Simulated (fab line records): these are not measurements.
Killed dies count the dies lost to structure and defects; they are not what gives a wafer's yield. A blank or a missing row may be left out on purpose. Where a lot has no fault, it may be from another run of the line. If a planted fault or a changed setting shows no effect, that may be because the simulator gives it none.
Which tool did it? || flow sky130 || 42 wafers from 14 lots sampled at 5 of the route's 708 steps

WHAT THE GAUGES READ, wafer by wafer
SKY_LDD_HVN_TW_MEAS_10. Usual: LDD_HVN_TW typically reads 1438, with standard deviation 17.
{"lot": "L532", "measured": "day 21 18:05", "on": "film metro-01", "LDD_HVN_TW": "1460 1461 1455", "flag": ""}
{"lot": "L535", "measured": "day 21 20:47", "on": "film metro-01", "LDD_HVN_TW": "1464 1468 1468", "flag": ""}
{"lot": "L533", "measured": "day 21 21:14", "on": "film metro-04", "LDD_HVN_TW": "1439 1433 1437", "flag": ""}
{"lot": "L534", "measured": "day 21 21:53", "on": "film metro-04", "LDD_HVN_TW": "1432 1429 1437", "flag": ""}
{"lot": "L540", "measured": "day 23 09:41", "on": "film metro-04", "LDD_HVN_TW": "1425 1425 1428", "flag": ""}
{"lot": "L541", "measured": "day 23 16:17", "on": "film metro-01", "LDD_HVN_TW": "1456 1450 1461", "flag": ""}
{"lot": "L543", "measured": "day 24 03:32", "on": "film metro-04", "LDD_HVN_TW": "1440 1441 1442", "flag": ""}
{"lot": "L542", "measured": "day 24 06:14", "on": "film metro-03", "LDD_HVN_TW": "1427 1424 1426", "flag": ""}
{"lot": "L547", "measured": "day 25 14:45", "on": "film metro-04", "LDD_HVN_TW": "1428 1438 1428", "flag": ""}
{"lot": "L548", "measured": "day 26 10:50", "on": "film metro-03", "LDD_HVN_TW": "1415 1412 1417", "flag": ""}
{"lot": "L550", "measured": "day 27 03:14", "on": "film metro-03", "LDD_HVN_TW": "1417 1417 1412", "flag": ""}
{"lot": "L553", "measured": "day 27 21:14", "on": "film metro-03", "LDD_HVN_TW": "1412 1416 1409", "flag": ""}
{"lot": "L554", "measured": "day 28 01:35", "on": "film metro-01", "LDD_HVN_TW": "1452 1460 1458", "flag": ""}
{"lot": "L555", "measured": "day 28 10:42", "on": "film metro-04", "LDD_HVN_TW": "1431 1433 1426", "flag": ""}

SKY_SD_P_CD_MEAS_07: target cd 380 nm. Usual: cd nm at 381.1 nm, with a standard deviation of 2.6.
{"lot": "L532", "measured": "day 26 19:10", "on": "cd sem-02", "cd nm (nm)": "382.9 380.4 381.2", "flag": ""}
{"lot": "L535", "measured": "day 26 23:56", "on": "cd sem-01", "cd nm (nm)": "379.4 379.2 379.9", "flag": ""}
{"lot": "L533", "measured": "day 26 23:47", "on": "cd sem-01", "cd nm (nm)": "378.8 378.5 378.9", "flag": ""}
{"lot": "L534", "measured": "day 26 22:58", "on": "cd sem-02", "cd nm (nm)": "380.6 384.6 383.3", "flag": ""}
{"lot": "L540", "measured": "day 28 08:35", "on": "cd sem-02", "cd nm (nm)": "382.4 380.7 379.4", "flag": ""}
{"lot": "L541", "measured": "day 28 14:24", "on": "cd sem-01", "cd nm (nm)": "380.5 381.7 382.8", "flag": ""}
{"lot": "L543", "measured": "day 29 00:43", "on": "cd sem-02", "cd nm (nm)": "378.6 380.4 379.0", "flag": ""}
{"lot": "L542", "measured": "day 29 04:28", "on": "cd sem-01", "cd nm (nm)": "380.9 379.9 378.2", "flag": ""}
{"lot": "L547", "measured": "day 30 10:32", "on": "cd sem-02", "cd nm (nm)": "384.3 382.9 382.3", "flag": ""}
{"lot": "L548", "measured": "day 31 04:32", "on": "cd sem-01", "cd nm (nm)": "380.8 383.5 381.8", "flag": ""}
{"lot": "L550", "measured": "day 31 23:11", "on": "cd sem-01", "cd nm (nm)": "380.8 381.9 379.5", "flag": ""}
{"lot": "L553", "measured": "day 32 13:11", "on": "cd sem-02", "cd nm (nm)": "384.8 384.8 388.4", "flag": ""}
{"lot": "L554", "measured": "day 32 17:36", "on": "cd sem-01", "cd nm (nm)": "379.9 380.4 380.2", "flag": ""}
{"lot": "L555", "measured": "day 33 03:56", "on": "cd sem-01", "cd nm (nm)": "386.2 382.9 385.9", "flag": ""}

SKY_RES_XHIGH_TW_MEAS_09. Usual: RES_XHIGH_TW typically reads 1639, with standard deviation 20.
{"lot": "L532", "measured": "day 28 00:39", "on": "film metro-04", "RES_XHIGH_TW": "1629 1637 1633", "flag": ""}
{"lot": "L535", "measured": "day 28 05:20", "on": "film metro-04", "RES_XHIGH_TW": "1638 1638 1637", "flag": ""}
{"lot": "L533", "measured": "day 28 05:03", "on": "film metro-03", "RES_XHIGH_TW": "1618 1611 1606", "flag": ""}
{"lot": "L534", "measured": "day 28 04:13", "on": "film metro-01", "RES_XHIGH_TW": "1661 1661 1662", "flag": ""}
{"lot": "L540", "measured": "day 29 12:56", "on": "film metro-01", "RES_XHIGH_TW": "1673 1673 1674", "flag": ""}
{"lot": "L541", "measured": "day 29 18:23", "on": "film metro-04", "RES_XHIGH_TW": "1638 1633 1632", "flag": ""}
{"lot": "L543", "measured": "day 30 04:52", "on": "film metro-01", "RES_XHIGH_TW": "31 30 31 30 31 31", "flag": "OFF"}
{"lot": "L542", "measured": "day 30 07:57", "on": "film metro-04", "RES_XHIGH_TW": "30 30 30 30 30 30", "flag": "OFF"}
{"lot": "L547", "measured": "day 31 13:16", "on": "film metro-04", "RES_XHIGH_TW": "1636 1626 1624", "flag": ""}
{"lot": "L548", "measured": "day 32 07:45", "on": "film metro-04", "RES_XHIGH_TW": "1642 1633 1649", "flag": ""}
{"lot": "L550", "measured": "day 33 02:02", "on": "film metro-04", "RES_XHIGH_TW": "1639 1645 1637", "flag": ""}
{"lot": "L553", "measured": "day 33 16:15", "on": "film metro-03", "RES_XHIGH_TW": "1619 1624 1610", "flag": ""}
{"lot": "L554", "measured": "day 33 21:03", "on": "film metro-04", "RES_XHIGH_TW": "1642 1644 1643", "flag": ""}
{"lot": "L555", "measured": "day 34 07:01", "on": "film metro-04", "RES_XHIGH_TW": "1645 1649 1647", "flag": ""}

WHICH TOOL RAN EACH LOT (tool, then ch and the chambers of the sampled wafers, then the start)
{"lot": "L532", "SKY_POLY_CUT_ETCH_11": "rie diel-02 ch 1,2,3, day 25 14:29", "SKY_RES_XHIGH_EXPOSE_04": "iline stepper-02 ch 0, day 27 09:41"}
{"lot": "L535", "SKY_POLY_CUT_ETCH_11": "rie diel-04 ch 0,1,3, day 25 18:32", "SKY_RES_XHIGH_EXPOSE_04": "iline stepper-02 ch 0, day 27 14:52"}
{"lot": "L533", "SKY_POLY_CUT_ETCH_11": "rie diel-01 ch 0,1,3, day 25 18:20", "SKY_RES_XHIGH_EXPOSE_04": "iline stepper-01 ch 0, day 27 14:19"}
{"lot": "L534", "SKY_POLY_CUT_ETCH_11": "rie diel-04 ch 0,2,3, day 25 18:06", "SKY_RES_XHIGH_EXPOSE_04": "iline stepper-01 ch 0, day 27 13:51"}
{"lot": "L540", "SKY_POLY_CUT_ETCH_11": "rie diel-01 ch 1,3, day 27 04:26", "SKY_RES_XHIGH_EXPOSE_04": "iline stepper-01 ch 0, day 28 23:08"}
{"lot": "L541", "SKY_POLY_CUT_ETCH_11": "rie diel-01 ch 1,2,3, day 27 09:53", "SKY_RES_XHIGH_EXPOSE_04": "iline stepper-01 ch 0, day 29 05:15"}
{"lot": "L543", "SKY_POLY_CUT_ETCH_11": "rie diel-01 ch 2,3, day 27 21:15", "SKY_RES_XHIGH_EXPOSE_04": "iline stepper-02, day 29 15:03"}
{"lot": "L542", "SKY_POLY_CUT_ETCH_11": "rie diel-04 ch 2,3, day 28 00:17", "SKY_RES_XHIGH_EXPOSE_04": "iline stepper-02, day 29 18:01"}
{"lot": "L547", "SKY_POLY_CUT_ETCH_11": "rie diel-02 ch 0,1,3, day 29 06:53", "SKY_RES_XHIGH_EXPOSE_04": "iline stepper-02 ch 0, day 30 23:47"}
{"lot": "L548", "SKY_POLY_CUT_ETCH_11": "rie diel-04 ch 0,2, day 30 01:06", "SKY_RES_XHIGH_EXPOSE_04": "iline stepper-02 ch 0, day 31 18:14"}
{"lot": "L550", "SKY_POLY_CUT_ETCH_11": "rie diel-02 ch 2,3, day 30 20:15", "SKY_RES_XHIGH_EXPOSE_04": "iline stepper-02 ch 0, day 32 12:56"}
{"lot": "L553", "SKY_POLY_CUT_ETCH_11": "rie diel-01 ch 0,2,3, day 31 10:24", "SKY_RES_XHIGH_EXPOSE_04": "iline stepper-01 ch 0, day 33 02:31"}
{"lot": "L554", "SKY_POLY_CUT_ETCH_11": "rie diel-04 ch 1,2, day 31 14:08", "SKY_RES_XHIGH_EXPOSE_04": "iline stepper-01 ch 0, day 33 07:21"}
{"lot": "L555", "SKY_POLY_CUT_ETCH_11": "rie diel-01 ch 1,2, day 32 01:57", "SKY_RES_XHIGH_EXPOSE_04": "iline stepper-02 ch 0, day 33 18:28"}
- SKY_POLY_CUT_ETCH_11: etches Si3N4 in CF4/CH2F2/Ar, stops on poly-Si, time 42.5 s, target depth 60 nm.
- SKY_RES_XHIGH_EXPOSE_04: exposes mask URPM, target cd 1270 nm.

WHAT THE TOOLS THEMSELVES READ (means of the sampled wafers that have a number; where no wafer has one, the mark that the record gives instead)
SKY_POLY_CUT_ETCH_11. Usual: drypump motor current A 5.83 A, standard deviation 0.29; oes product au 0.826 a.u., standard deviation 0.0059; throttle valve pct 14.993 %, standard deviation 0.0095.
{"lot": "L532", "tool": "rie diel-02", "drypump motor current A (A)": 5.76, "oes product au (a.u.)": 0.822, "throttle valve pct (%)": 14.990, "flag": ""}
{"lot": "L535", "tool": "rie diel-04", "drypump motor current A (A)": 5.94, "oes product au (a.u.)": 0.830, "throttle valve pct (%)": 14.978, "flag": ""}
{"lot": "L533", "tool": "rie diel-01", "drypump motor current A (A)": 5.57, "oes product au (a.u.)": 0.825, "throttle valve pct (%)": 14.999, "flag": ""}
{"lot": "L534", "tool": "rie diel-04", "drypump motor current A (A)": 6.07, "oes product au (a.u.)": 0.828, "throttle valve pct (%)": 15.001, "flag": ""}
{"lot": "L540", "tool": "rie diel-01", "drypump motor current A (A)": 5.47, "oes product au (a.u.)": 0.827, "throttle valve pct (%)": 14.998, "flag": ""}
{"lot": "L541", "tool": "rie diel-01", "drypump motor current A (A)": 5.69, "oes product au (a.u.)": 0.828, "throttle valve pct (%)": 14.989, "flag": ""}
{"lot": "L543", "tool": "rie diel-01", "drypump motor current A (A)": 5.67, "oes product au (a.u.)": 0.821, "throttle valve pct (%)": 14.994, "flag": ""}
{"lot": "L542", "tool": "rie diel-04", "drypump motor current A (A)": 5.84, "oes product au (a.u.)": 0.830, "throttle valve pct (%)": 15.000, "flag": ""}
{"lot": "L547", "tool": "rie diel-02", "drypump motor current A (A)": 5.75, "oes product au (a.u.)": 0.832, "throttle valve pct (%)": 14.984, "flag": ""}
{"lot": "L548", "tool": "rie diel-04", "drypump motor current A (A)": 6.14, "oes product au (a.u.)": 0.833, "throttle valve pct (%)": 15.001, "flag": ""}
{"lot": "L550", "tool": "rie diel-02", "drypump motor current A (A)": 5.71, "oes product au (a.u.)": 0.825, "throttle valve pct (%)": 14.992, "flag": ""}
{"lot": "L553", "tool": "rie diel-01", "drypump motor current A (A)": 5.78, "oes product au (a.u.)": 0.821, "throttle valve pct (%)": 14.985, "flag": ""}
{"lot": "L554", "tool": "rie diel-04", "drypump motor current A (A)": 5.70, "oes product au (a.u.)": 0.825, "throttle valve pct (%)": 14.998, "flag": ""}
{"lot": "L555", "tool": "rie diel-01", "drypump motor current A (A)": 5.92, "oes product au (a.u.)": 0.823, "throttle valve pct (%)": 15.010, "flag": ""}

SKY_RES_XHIGH_EXPOSE_04. Usual: exposure dose mJ cm2 139.99, standard deviation 0.14; focus offset nm 0.1 nm, standard deviation 0.49.
{"lot": "L532", "tool": "iline stepper-02", "exposure dose mJ cm2": 140.12, "focus offset nm (nm)": 0.3, "flag": ""}
{"lot": "L535", "tool": "iline stepper-02", "exposure dose mJ cm2": 140.04, "focus offset nm (nm)": 0.0, "flag": ""}
{"lot": "L533", "tool": "iline stepper-01", "exposure dose mJ cm2": 140.07, "focus offset nm (nm)": -0.2, "flag": ""}
{"lot": "L534", "tool": "iline stepper-01", "exposure dose mJ cm2": 140.01, "focus offset nm (nm)": 0.4, "flag": ""}
{"lot": "L540", "tool": "iline stepper-01", "exposure dose mJ cm2": 140.05, "focus offset nm (nm)": 0.8, "flag": ""}
{"lot": "L541", "tool": "iline stepper-01", "exposure dose mJ cm2": 140.07, "focus offset nm (nm)": -0.7, "flag": ""}
{"lot": "L543", "tool": "iline stepper-02", "exposure dose mJ cm2": "-", "focus offset nm (nm)": "-", "flag": "OFF"}
{"lot": "L542", "tool": "iline stepper-02", "exposure dose mJ cm2": "-", "focus offset nm (nm)": "-", "flag": "OFF"}
{"lot": "L547", "tool": "iline stepper-02", "exposure dose mJ cm2": 139.94, "focus offset nm (nm)": -0.1, "flag": ""}
{"lot": "L548", "tool": "iline stepper-02", "exposure dose mJ cm2": 139.88, "focus offset nm (nm)": 0.1, "flag": ""}
{"lot": "L550", "tool": "iline stepper-02", "exposure dose mJ cm2": 140.28, "focus offset nm (nm)": -0.3, "flag": ""}
{"lot": "L553", "tool": "iline stepper-01", "exposure dose mJ cm2": 139.79, "focus offset nm (nm)": 0.4, "flag": ""}
{"lot": "L554", "tool": "iline stepper-01", "exposure dose mJ cm2": 139.95, "focus offset nm (nm)": 0.8, "flag": ""}
{"lot": "L555", "tool": "iline stepper-02", "exposure dose mJ cm2": 139.99, "focus offset nm (nm)": 0.0, "flag": ""}

THE ANSWER, worked out from the rows above alone
Rule: take the mean of a lot's wafers that have a number; if it is more than 3 standard deviations from the usual mean, the lot is off. Also off: a lot with no number at a reading for which 4 or more lots have one. Any other lot the step has rows for is counted as sound. Order of review: gauges by route order, followed by the tools' own readings, for which a lot's mean as printed above is used. At the first step where some lot is off, the reading lying furthest off is the one used; lots without a number count as furthest.
Off: L543, L542, at SKY_RES_XHIGH_TW_MEAS_09 (RES_XHIGH_TW).
A tool fits if, at a process step before that reading, it ran every lot that is off, and no sound lot after the first of them. Not tried: the gauges at SKY_RES_XHIGH_TW_MEAS_09; whatever is off there is also off at SKY_RES_XHIGH_EXPOSE_04, on other tools, and gauge error can't account for it. None of those tried fits.

WHAT THE SIMULATOR PUT IN
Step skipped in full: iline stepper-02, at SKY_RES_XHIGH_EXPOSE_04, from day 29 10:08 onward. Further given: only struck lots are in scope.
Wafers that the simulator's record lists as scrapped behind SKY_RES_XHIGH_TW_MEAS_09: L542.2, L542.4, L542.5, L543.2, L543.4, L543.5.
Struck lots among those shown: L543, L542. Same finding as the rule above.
